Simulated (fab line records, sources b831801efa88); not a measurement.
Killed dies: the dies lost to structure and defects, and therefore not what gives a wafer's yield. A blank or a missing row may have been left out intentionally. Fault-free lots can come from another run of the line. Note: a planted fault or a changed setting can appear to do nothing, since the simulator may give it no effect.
Which tool did it? ; flow sky130 ; 24 lots, 72 wafers sampled, at 5 steps of a route of 708

== WHAT EACH GAUGE READ, for each wafer ==
SKY_CAP2M_OVL_MEAS_12. Usual: for CAP2M_OVL the level is -0.7 nm and the standard deviation is 1.6.
lot;measured;on;CAP2M_OVL (nm);flag
L074;day 40 21:20;overlay-02;-1.6 -1.0 -1.7;
L075;day 41 03:17;overlay-02;-2.3 -2.6 -2.0;
L076;day 41 14:30;overlay-01;-1.9 -3.4 -2.2;
L077;day 41 23:39;overlay-02;-0.7 -3.0 -2.7;
L078;day 42 00:50;overlay-01;-1.9 0.2 -1.2;
L079;day 42 12:14;overlay-01;0.1 -0.7 -0.5;
L080;day 42 21:21;overlay-01;1.6 1.1 3.3;
L081;day 43 06:54;overlay-02;1.6 -1.7 0.3;
L082;day 43 08:22;overlay-01;-1.8 -0.8 -2.0;
L083;day 43 13:33;overlay-02;-3.5 -1.4 -2.2;
L084;day 43 17:57;overlay-02;-4.1 -3.2 -3.4;
L085;day 44 01:06;overlay-02;-3.3 -1.6 -2.8;
L086;day 44 08:03;overlay-02;-1.3 -0.1 0.0;
L087;day 44 15:04;overlay-01;0.7 0.2 0.4;
L088;day 44 18:47;overlay-02;2.2 2.7 -0.5;
L089;day 45 08:16;overlay-02;-0.9 -0.8 2.5;
L090;day 45 16:18;overlay-02;-0.1 0.6 -0.2;
L091;day 45 16:42;overlay-02;-2.4 -4.2 -1.5;
L092;day 45 18:37;overlay-02;-0.9 0.0 1.7;
L093;day 46 03:45;overlay-01;-0.5 2.5 2.2;
L094;day 46 08:09;overlay-02;-2.5 -1.6 0.5;
L095;day 46 18:27;overlay-02;-2.7 -0.3 0.1;
L096;day 47 04:56;overlay-01;3.3 1.1 2.6;
L097;day 47 10:24;overlay-01;-0.8 -0.1 0.4;

SKY_VIA4_THK_MEAS_01. Usual: for VIA4_HDPCVD_THK the level is 1749 nm and the standard deviation is 19.
lot;measured;on;VIA4_HDPCVD_THK (nm);flag
L074;day 41 23:39;film_metro-01;1784 1753 1773;
L075;day 42 05:02;film_metro-01;1765 1770 1741;
L076;day 42 17:05;film_metro-01;1776 1760 1785;
L077;day 43 01:04;film_metro-04;1732 1772 1747;
L078;day 43 02:14;film_metro-04;1755 1757 1752;
L079;day 43 13:29;film_metro-01;1779 1737 1764;
L080;day 43 22:24;film_metro-04;1780 1780 1759;
L081;day 44 07:55;film_metro-04;1708 1748 1733;
L082;day 44 09:26;film_metro-01;1739 1732 1710;
L083;day 44 14:28;film_metro-01;1762 1765 1764;
L084;day 44 18:44;film_metro-04;1730 1741 1718;
L085;day 45 01:16;film_metro-02;1759 1728 1733;
L086;day 45 07:59;film_metro-04;1716 1718 1731;
L087;day 45 15:11;film_metro-04;1710 1731 1735;
L088;day 45 18:25;film_metro-04;1760 1778 1742;
L089;day 46 07:10;film_metro-01;1749 1719 1735;
L090;day 46 14:53;film_metro-01;1733 1769 1733;
L091;day 46 15:19;film_metro-04;1766 1760 1742;
L092;day 46 17:16;film_metro-04;1761 1738 1710;
L093;day 47 02:10;film_metro-01;1759 1781 1764;
L094;day 47 05:49;film_metro-01;1778 1766 1733;
L095;day 47 16:23;film_metro-01;1732 1754 1730;
L096;day 48 03:00;film_metro-04;1759 1751 1744;
L097;day 48 07:13;film_metro-01;1727 1726 1759;

SKY_VIA4_THK_MEAS_20: measures by xrf. Usual: for VIA4_W_THK the level is 497 nm and the standard deviation is 7.6.
lot;measured;on;VIA4_W_THK (nm);flag
L074;day 43 00:38;film_metro-01;506 496 492;
L075;day 43 05:12;film_metro-01;502 498 495;
L076;day 43 17:05;film_metro-02;498 498 500;
L077;day 44 00:43;film_metro-02;488 492 488;
L078;day 44 02:16;film_metro-02;491 485 490;
L079;day 44 13:41;film_metro-02;482 483 488;
L080;day 44 23:06;film_metro-04;493 502 494;
L081;day 45 06:44;film_metro-04;493 499 496;
L082;day 45 08:30;film_metro-04;500 506 495;
L083;day 45 13:14;film_metro-04;500 505 507;
L084;day 45 17:40;film_metro-04;496 492 493;
L085;day 45 23:49;film_metro-04;505 495 511;
L086;day 46 06:33;film_metro-04;501 491 499;
L087;day 46 13:16;film_metro-04;494 500 502;
L088;day 46 16:31;film_metro-04;505 491 493;
L089;day 47 04:22;film_metro-01;510 497 503;
L090;day 47 12:13;film_metro-04;510 509 504;
L091;day 47 12:47;film_metro-01;494 492 495;
L092;day 47 14:43;film_metro-01;500 484 502;
L093;day 47 23:52;film_metro-01;513 510 516;
L094;day 48 03:18;film_metro-04;497 497 497;
L095;day 48 12:56;film_metro-02;496 488 485;
L096;day 48 22:29;film_metro-02;490 495 493;
L097;day 49 02:49;film_metro-02;492 491 487;

== WHAT TOOL EACH LOT RAN ON (gives the tool, then ch and the chambers of the sampled wafers, and finally the start) ==
lot;SKY_METAL4_METAL_ETCH_18;SKY_VIA4_CVD_18
L074;rie_metal-04 ch 1, day 41 22:42;cvd_w-01 ch 0, day 43 00:13
L075;rie_metal-02 ch 1, day 42 04:05;cvd_w-01 ch 0, day 43 04:46
L076;rie_metal-03 ch 0,1, day 42 15:34;cvd_w-02 ch 0,1, day 43 16:49
L077;rie_metal-02 ch 0,1, day 43 00:07;cvd_w-01 ch 0, day 44 00:26
L078;rie_metal-02 ch 0,1, day 43 01:15;cvd_w-02 ch 0,1, day 44 02:00
L079;rie_metal-02 ch 0,1, day 43 12:29;cvd_w-02 ch 0,1, day 44 13:25
L080;rie_metal-04 ch 0,1, day 43 21:27;cvd_w-02 ch 0,1, day 44 22:49
L081;rie_metal-03 ch 0,1, day 44 06:28;cvd_w-02 ch 0,1, day 45 06:28
L082;rie_metal-03 ch 0,1, day 44 08:06;cvd_w-02 ch 0,1, day 45 08:15
L083;rie_metal-03 ch 0,1, day 44 13:27;cvd_w-01 ch 1, day 45 12:56
L084;rie_metal-04 ch 0, day 44 17:21;cvd_w-01 ch 0, day 45 17:23
L085;rie_metal-03 ch 1, day 45 00:19;cvd_w-01 ch 0,1, day 45 23:32
L086;rie_metal-03 ch 0,1, day 45 07:01;cvd_w-02 ch 0,1, day 46 06:16
L087;rie_metal-02 ch 0, day 45 14:10;cvd_w-02 ch 0,1, day 46 13:01
L088;rie_metal-02 ch 0, day 45 17:18;cvd_w-01 ch 0,1, day 46 16:14
L089;rie_metal-04 ch 0,1, day 46 06:13;cvd_w-01 ch 0,1, day 47 04:07
L090;rie_metal-04 ch 0,1, day 46 13:58;cvd_w-01 ch 0,1, day 47 11:58
L091;rie_metal-03 ch 1, day 46 14:22;cvd_w-02 ch 0,1, day 47 12:31
L092;rie_metal-03 ch 0,1, day 46 16:21;cvd_w-02 ch 0,1, day 47 14:29
L093;rie_metal-02 ch 0,1, day 47 01:16;cvd_w-01 ch 0,1, day 47 23:37
L094;rie_metal-03 ch 0,1, day 47 04:50;cvd_w-02 ch 1, day 48 03:02
L095;rie_metal-04 ch 0,1, day 47 15:22;cvd_w-02 ch 0,1, day 48 12:40
L096;rie_metal-03 ch 0,1, day 48 01:59;cvd_w-01 ch 0,1, day 48 22:13
L097;rie_metal-04 ch 0,1, day 48 06:19;cvd_w-02 ch 0,1, day 49 02:34
- SKY_METAL4_METAL_ETCH_18: etches the open film in Cl2/BCl3, stops on SiO2, target depth 845 nm, time 183.1 s.
- SKY_VIA4_CVD_18: deposits W, target thk 505 nm, time 152.14 s.

== AS READ BY THE TOOLS THEMSELVES (means over the sampled wafers that have a number; for cases with no such wafer, the mark the record gives instead) ==
SKY_METAL4_METAL_ETCH_18. Usual: drypump_motor_current_A 5.8 A, standard deviation 0.43; oes_product_au 0.867 a.u., standard deviation 0.0068; throttle_valve_pct 22.264 %, standard deviation 0.0098.
lot;tool;drypump_motor_current_A (A);oes_product_au (a.u.);throttle_valve_pct (%);flag
L074;rie_metal-04;5.6;0.863;22.269;
L075;rie_metal-02;5.5;0.874;22.258;
L076;rie_metal-03;5.5;0.860;22.258;
L077;rie_metal-02;5.6;0.869;22.260;
L078;rie_metal-02;5.7;0.860;22.261;
L079;rie_metal-02;5.7;0.864;22.261;
L080;rie_metal-04;6.4;0.867;22.279;
L081;rie_metal-03;5.5;0.864;22.271;
L082;rie_metal-03;5.5;0.867;22.263;
L083;rie_metal-03;5.5;0.866;22.255;
L084;rie_metal-04;6.8;0.862;22.276;
L085;rie_metal-03;5.4;0.882;22.265;
L086;rie_metal-03;5.6;0.870;22.265;
L087;rie_metal-02;5.8;0.864;22.270;
L088;rie_metal-02;5.8;0.869;22.264;
L089;rie_metal-04;6.0;0.858;22.257;
L090;rie_metal-04;6.4;0.874;22.257;
L091;rie_metal-03;5.4;0.866;22.268;
L092;rie_metal-03;5.5;0.865;22.259;
L093;rie_metal-02;5.6;0.868;22.266;
L094;rie_metal-03;5.5;0.875;22.267;
L095;rie_metal-04;6.4;0.867;22.249;
L096;rie_metal-03;5.5;0.872;22.267;
L097;rie_metal-04;6.0;0.860;22.271;

SKY_VIA4_CVD_18. Usual: heater_power_w 836 W, standard deviation 85.
lot;tool;heater_power_w (W);flag
L074;cvd_w-01;923;
L075;cvd_w-01;923;
L076;cvd_w-02;853;
L077;cvd_w-01;926;
L078;cvd_w-02;848;
L079;cvd_w-02;807;
L080;cvd_w-02;847;
L081;cvd_w-02;793;
L082;cvd_w-02;858;
L083;cvd_w-01;717;
L084;cvd_w-01;922;
L085;cvd_w-01;792;
L086;cvd_w-02;803;
L087;cvd_w-02;860;
L088;cvd_w-01;877;
L089;cvd_w-01;865;
L090;cvd_w-01;866;
L091;cvd_w-02;816;
L092;cvd_w-02;852;
L093;cvd_w-01;792;
L094;cvd_w-02;773;
L095;cvd_w-02;854;
L096;cvd_w-01;784;
L097;cvd_w-02;810;

== THE ANSWER, worked out from the rows above alone ==
Rule: a lot is off if the mean of its wafers that have a number lies more than 3 standard deviations from the usual mean. Also off: a lot with no number at a reading for which 4 or more lots have one. Any other lot the step has rows for is counted as sound. The gauges are gone through in route order, then the tools' own readings, and for those a lot's mean is taken as printed above. The first step at which some lot is off is used, and at that step the reading that is off furthest; a lot without a number counts as furthest.
None of the lots is off at any reading shown; this tells nothing.

== WHAT HAD BEEN PUT IN BY THE SIMULATOR ==
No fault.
